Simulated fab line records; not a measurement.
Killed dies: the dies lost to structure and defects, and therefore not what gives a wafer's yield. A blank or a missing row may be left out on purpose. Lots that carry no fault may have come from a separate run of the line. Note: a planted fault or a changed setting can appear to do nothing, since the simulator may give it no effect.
Which tool did it? -- flow gf180mcu -- 14 lots with 40 wafers sampled at 3 steps, on a route of 602 steps

== WHAT EACH GAUGE READ, for each wafer ==
GF_STI_CD_MEAS_12: target cd 220 nm.
lot,measured,on,cdNm (nm)
L117,day 2 01:05,cdSem-01,220.3 220.8 219.8
L118,day 2 06:11,cdSem-02,221.8 221.2 220.9
L120,day 2 17:07,cdSem-02,219.5 219.3 219.2
L121,day 2 22:22,cdSem-02,219.3 219.6 219.5
L122,day 3 03:26,cdSem-01,221.5 221.3 219.9
L123,day 3 08:04,cdSem-01,219.0 219.9 220.1
L124,day 3 13:25,cdSem-02,221.0 220.3
L126,day 4 01:38,cdSem-02,220.5 220.4 220.5
L127,day 4 04:29,cdSem-02,219.2 219.1 219.0
L128,day 4 10:31,cdSem-01,219.8 220.0
L130,day 4 20:32,cdSem-01,220.5 220.6 218.7
L132,day 5 06:28,cdSem-02,219.6 218.7 219.3
L133,day 5 11:14,cdSem-01,218.2 219.0 217.3
L136,day 6 04:40,cdSem-02,220.2 218.9 218.8

GF_MVPSD_OVL_MEAS_07.
lot,measured,on,MVPSD_OVL (nm)
L117,day 5 00:40,overlay-02,-1.1 0.8 -0.1
L118,day 5 06:49,overlay-02,2.5 -0.8 1.6
L120,day 5 19:10,overlay-02,-1.3 -0.4 -0.3
L121,day 5 22:46,overlay-01,1.0 4.1 2.4
L122,day 6 07:20,overlay-02,2.2 0.1 1.7
L123,day 6 12:13,overlay-02,0.1 -0.3 1.5
L124,day 6 18:01,overlay-01,2.8 3.0
L126,day 7 06:43,overlay-02,0.8 2.0 1.2
L127,day 7 11:59,overlay-02,1.8 1.3 0.1
L128,day 7 17:28,overlay-02,0.4 0.5
L130,day 8 05:10,overlay-01,1.0 1.1 0.5
L132,day 8 19:46,overlay-02,0.9 1.0 0.6
L133,day 8 23:55,overlay-02,0.0 2.5 2.6
L136,day 9 18:19,overlay-01,-0.6 0.0 -0.2

GF_DUAL_GATE_OVL_MEAS_11.
lot,measured,on,DUAL_GATE_OVL (nm)
L117,day 8 07:25,overlay-02,0.2 -1.7 -3.0
L118,day 8 14:44,overlay-01,0.8 1.8 -0.9
L120,day 9 04:16,overlay-01,-0.4 1.0 1.1
L121,day 9 08:31,overlay-02,1.6 0.4 0.2
L122,day 9 18:49,overlay-01,-0.6 -3.1 -3.5
L123,day 10 00:37,overlay-02,0.1 -1.8 -1.6
L124,day 10 06:34,overlay-02,0.8 -0.7
L126,day 10 22:37,overlay-02,-1.6 -2.7 -3.3
L127,day 11 05:16,overlay-02,-2.3 -2.4 -1.6
L128,day 11 11:49,overlay-01,-0.2 -0.1
L130,day 12 03:36,overlay-02,-0.4 -0.1 -1.8
L132,day 12 19:12,overlay-01,0.0 0.9 0.2
L133,day 13 00:07,overlay-02,-3.4 -1.9 0.0
L136,day 13 21:30,overlay-01,0.4 0.0 -0.4

== WHICH TOOL RAN EACH LOT (tool, then ch and the chambers of the sampled wafers, then the start) ==
Record: no process step prior to these readings.

== WHAT THE TOOLS THEMSELVES READ (means of the sampled wafers that have a number; where no wafer has one, the mark that the record gives instead) ==
The record holds no such reading with a usual standard deviation.

== THE ANSWER, worked out from the rows above alone ==
Rule: the lots themselves supply what counts as usual. The widest of any qualifying gaps counts: lots, ordered by their means at a reading, are off when they make up no more than a third of the lots, leave a main group of 4 or more, and stand apart from it by 3 or more times the standard deviation of that group's means. If all means in a main group match to the digits the tables above print for the reading, that group is not used. A lot without any number at a reading at which 4 lots or more have one is off too. Where the step has rows for the other lots, those lots are counted as sound. Order of review: gauges by route order, followed by the tools' own readings, for which a lot's mean as printed above is used. At the first step where some lot is off, the reading lying furthest off is the one used; lots without a number count as furthest.
Nothing can be told from this: no lot is off at any reading shown.

== WHAT THE SIMULATOR HAD INSERTED ==
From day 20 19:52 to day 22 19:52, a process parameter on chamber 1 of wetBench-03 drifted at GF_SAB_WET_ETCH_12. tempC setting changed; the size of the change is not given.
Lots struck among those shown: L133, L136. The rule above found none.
